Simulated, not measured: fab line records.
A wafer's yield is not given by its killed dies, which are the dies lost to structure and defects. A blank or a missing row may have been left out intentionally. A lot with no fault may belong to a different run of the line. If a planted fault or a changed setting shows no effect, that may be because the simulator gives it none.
The tool behind it: which one? || flow gf180mcu || 6 lots with 18 wafers sampled at 2 steps, on a route of 602 steps

== WHAT EACH GAUGE READ, for each wafer ==
GF_VT_IMPLANT_RS_MEAS_49: the measuring method here is four-point-probe.
{"lot": "L827", "measured": "day 7 20:01", "on": "film-metro-03", "MVPSD_RS (ohm/sq)": "1168.7 1169.7 1173.3"}
{"lot": "L834", "measured": "day 9 22:45", "on": "film-metro-03", "MVPSD_RS (ohm/sq)": "1168.8 1170.3 1175.0"}
{"lot": "L837", "measured": "day 10 18:17", "on": "film-metro-02", "MVPSD_RS (ohm/sq)": "1169.1 1166.8 1171.0"}
{"lot": "L840", "measured": "day 11 16:12", "on": "film-metro-02", "MVPSD_RS (ohm/sq)": "1320.7 1317.3 1319.0"}
{"lot": "L843", "measured": "day 12 09:52", "on": "film-metro-02", "MVPSD_RS (ohm/sq)": "1325.3 1324.6 1321.2"}
{"lot": "L847", "measured": "day 13 14:29", "on": "film-metro-04", "MVPSD_RS (ohm/sq)": "1166.8 1168.4 1167.9"}

== WHICH TOOL RAN EACH LOT (tool, then ch and the chambers of the sampled wafers, then the start) ==
{"lot": "L827", "GF_MVPSD_IMPLANT_09": "implanter-04 ch 0, day 5 05:50"}
{"lot": "L834", "GF_MVPSD_IMPLANT_09": "implanter-04 ch 0, day 7 02:40"}
{"lot": "L837", "GF_MVPSD_IMPLANT_09": "implanter-03 ch 0, day 7 21:39"}
{"lot": "L840", "GF_MVPSD_IMPLANT_09": "implanter-03 ch 0, day 8 14:40"}
{"lot": "L843", "GF_MVPSD_IMPLANT_09": "implanter-03 ch 0, day 9 07:12"}
{"lot": "L847", "GF_MVPSD_IMPLANT_09": "implanter-01 ch 0, day 10 07:52"}
- GF_MVPSD_IMPLANT_09

== THE ANSWER, worked out from the rows above alone ==
Rule: usual is defined by the lots themselves. The widest of any qualifying gaps counts: lots, ordered by their means at a reading, are off when they make up no more than a third of the lots, leave a main group of 4 or more, and stand apart from it by 3 or more times the standard deviation of that group's means. Not used: any main group whose means are identical at the precision the tables above print for the reading. A lot without any number at a reading at which 4 lots or more have one is off too. The other lots that the step has rows for count as sound.
Off: at GF_VT_IMPLANT_RS_MEAS_49 (MVPSD_RS), L840, L843. The main group has a mean of 1169.7 ohm/sq with a standard deviation of 1.4.
A tool fits if, at a process step before that reading, it ran every lot that is off, and no sound lot after the first of them. The gauges at GF_VT_IMPLANT_RS_MEAS_49 are tried like those tools. Undecided on this evidence; 2 tools fit (implanter-03 at GF_MVPSD_IMPLANT_09, film-metro-02 at GF_VT_IMPLANT_RS_MEAS_49).

== WHAT HAD BEEN PUT IN BY THE SIMULATOR ==
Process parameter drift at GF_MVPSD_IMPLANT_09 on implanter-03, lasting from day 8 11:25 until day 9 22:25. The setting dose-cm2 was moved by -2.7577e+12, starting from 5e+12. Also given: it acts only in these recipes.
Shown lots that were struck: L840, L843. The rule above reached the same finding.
